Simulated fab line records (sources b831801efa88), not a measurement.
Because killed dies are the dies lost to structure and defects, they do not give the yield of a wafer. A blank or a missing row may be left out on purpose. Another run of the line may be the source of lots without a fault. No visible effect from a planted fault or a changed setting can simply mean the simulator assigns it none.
Which tool is to blame? -- flow sky130 -- 36 wafers from 12 lots sampled at 4 of the route's 708 steps

== WHAT EACH GAUGE READ, for each wafer ==
SKY_FIELD_ISO_BOW_MEAS_00. Usual: INCOMING_BOW typically reads 0 um, with standard deviation 6.3.
lot,measured,on,INCOMING_BOW (um),flag
L739,day 1 10:01,film_metro-03,-1 2 -14,
L741,day 1 20:01,film_metro-04,7 8 5,
L742,day 2 01:01,film_metro-03,-2 -5 0,
L746,day 2 21:01,film_metro-02,1 1 5,
L748,day 3 07:04,film_metro-04,-5 2 2,
L749,day 3 12:02,film_metro-03,-3 8 -3,
L750,day 3 17:00,film_metro-03,3 9 -5,
L755,day 4 18:00,film_metro-03,-5 6 -3,
L756,day 4 23:01,film_metro-03,-6 8 7,
L757,day 5 04:00,film_metro-04,9 -8 7,
L758,day 5 09:02,film_metro-02,-6 -5 6,
L762,day 6 05:00,film_metro-02,16 -7 1,

SKY_VT_ADJUST_HVTP_CD_MEAS_07: the cd target is 380 nm. Usual: cd_nm at 379.7 nm, with a standard deviation of 2.5.
lot,measured,on,cd_nm (nm),flag
L739,day 6 03:54,cd_sem-02,377.1 377.5 376.5,
L741,day 6 15:07,cd_sem-01,376.7 375.4 377.0,
L742,day 7 05:06,cd_sem-01,379.9 384.0 380.6,
L746,day 8 04:49,cd_sem-02,380.5 376.7 379.4,
L748,day 8 09:26,cd_sem-01,378.5 379.1 378.4,
L749,day 8 19:17,cd_sem-02,377.1 376.8 376.8,
L750,day 8 21:45,cd_sem-02,378.6 377.6 377.4,
L758,day 11 05:11,cd_sem-02,378.6 377.0 381.0,
L762,day 12 05:03,cd_sem-02,380.2 381.7 383.2,

== WHAT TOOL EACH LOT RAN ON (gives the tool, then ch and the chambers of the sampled wafers, and finally the start) ==
lot,SKY_FIELD_ISO_ETCH_15,SKY_FIELD_ISO_STRIP_16
L739,"rie_diel-03 ch 1,2,3, day 2 05:19","plasma_asher-01 ch 0,1, day 2 05:22"
L741,"rie_diel-04 ch 0,1,2, day 2 15:04","plasma_asher-02 ch 0,1, day 2 15:07"
L742,"rie_diel-04 ch 0,2,3, day 2 23:35","plasma_asher-02 ch 0, day 2 23:39"
L746,"rie_diel-04 ch 0,3, day 3 16:52","plasma_asher-01 ch 0, day 3 16:55"
L748,"rie_diel-01 ch 0,1,3, day 4 05:04","plasma_asher-02 ch 0,1, day 4 05:08"
L749,"rie_diel-04 ch 0,2, day 4 10:49","plasma_asher-02 ch 0,1, day 4 10:55"
L750,"rie_diel-04 ch 0,1, day 4 14:37","plasma_asher-01 ch 0, day 4 14:40"
L755,"rie_diel-01 ch 2,3, day 5 15:37","plasma_asher-01 ch 0,1, day 5 15:40"
L756,"rie_diel-01 ch 2,3, day 6 01:58","plasma_asher-02 ch 0,1, day 6 02:01"
L757,"rie_diel-03 ch 0,1,2, day 6 07:34","plasma_asher-04 ch 0,1, day 6 07:37"
L758,"rie_diel-01 ch 1,2,3, day 6 09:55","plasma_asher-01 ch 0,1, day 6 10:00"
L762,"rie_diel-01 ch 0,3, day 7 04:56","plasma_asher-04 ch 0,1, day 7 04:59"
- SKY_FIELD_ISO_ETCH_15: etches the open film in CHF3/O2, stops on Si, target depth 180 nm, time 72 s.
- SKY_FIELD_ISO_STRIP_16: strips in O2/N2.

== WHAT THE TOOLS THEMSELVES READ (means of the sampled wafers that have a number; where no wafer has one, the mark that the record gives instead) ==
SKY_FIELD_ISO_ETCH_15. Usual: O2_flow_sccm 5.000 sccm, standard deviation 0.014; bias_w 200.0 W, standard deviation 0.61; drypump_motor_current_A 5.6 A, standard deviation 0.44; oes_product_au 0.945 a.u., standard deviation 0.007; throttle_valve_pct 8.844 %, standard deviation 0.0085.
lot,tool,O2_flow_sccm (sccm),bias_w (W),drypump_motor_current_A (A),oes_product_au (a.u.),throttle_valve_pct (%),flag
L739,rie_diel-03,4.987,200.0,5.5,0.951,8.839,
L741,rie_diel-04,5.003,199.8,5.8,0.941,8.838,
L742,rie_diel-04,4.997,200.4,5.8,0.943,8.845,
L746,rie_diel-04,5.015,200.5,5.6,0.940,8.855,
L748,rie_diel-01,4.993,199.5,5.4,0.939,8.840,
L749,rie_diel-04,5.008,199.7,6.0,0.940,8.854,
L750,rie_diel-04,4.998,199.9,5.6,0.943,8.841,
L755,rie_diel-01,-,-,-,-,-,OFF
L756,rie_diel-01,-,-,-,-,-,OFF
L757,rie_diel-03,-,-,-,-,-,OFF
L758,rie_diel-01,5.007,200.1,5.6,0.956,8.849,
L762,rie_diel-01,5.010,200.3,5.7,0.950,8.836,

SKY_FIELD_ISO_STRIP_16. Usual: drypump_motor_current_A 5.7 A, standard deviation 0.42; oes_product_au 0.378 a.u., standard deviation 0.0047; strip_time_to_endpoint_s 3.56 s, standard deviation 0.053.
lot,tool,drypump_motor_current_A (A),oes_product_au (a.u.),strip_time_to_endpoint_s (s),flag
L739,plasma_asher-01,5.8,0.374,3.56,
L741,plasma_asher-02,5.5,0.379,3.56,
L742,plasma_asher-02,5.6,0.379,3.58,
L746,plasma_asher-01,6.0,0.379,3.64,
L748,plasma_asher-02,5.3,0.380,3.57,
L749,plasma_asher-02,5.5,0.377,3.52,
L750,plasma_asher-01,6.0,0.378,3.58,
L755,plasma_asher-01,5.5,0.448,5.18,OFF
L756,plasma_asher-02,5.5,0.449,5.22,OFF
L757,plasma_asher-04,6.3,0.442,5.15,OFF
L758,plasma_asher-01,5.8,0.382,3.59,
L762,plasma_asher-04,6.2,0.380,3.54,

== THE ANSWER, worked out from the rows above alone ==
Rule: a lot is off if the mean of its wafers that have a number lies more than 3 standard deviations from the usual mean. Also off: a lot with no number at a reading for which 4 or more lots have one. The other lots that the step has rows for count as sound. The gauges are gone through in route order, then the tools' own readings, and for those a lot's mean is taken as printed above. At the first step where some lot is off, the reading lying furthest off is the one used; lots without a number count as furthest.
Off: L755, L756, L757, at SKY_FIELD_ISO_ETCH_15 (O2_flow_sccm). Without a number there: L755, L756, L757.
If a tool, at that step or one of the process steps before it, ran each lot that is off and ran no sound lot following the first of them, it fits. Of those tried, none fits.

== WHAT HAD BEEN PUT IN BY THE SIMULATOR ==
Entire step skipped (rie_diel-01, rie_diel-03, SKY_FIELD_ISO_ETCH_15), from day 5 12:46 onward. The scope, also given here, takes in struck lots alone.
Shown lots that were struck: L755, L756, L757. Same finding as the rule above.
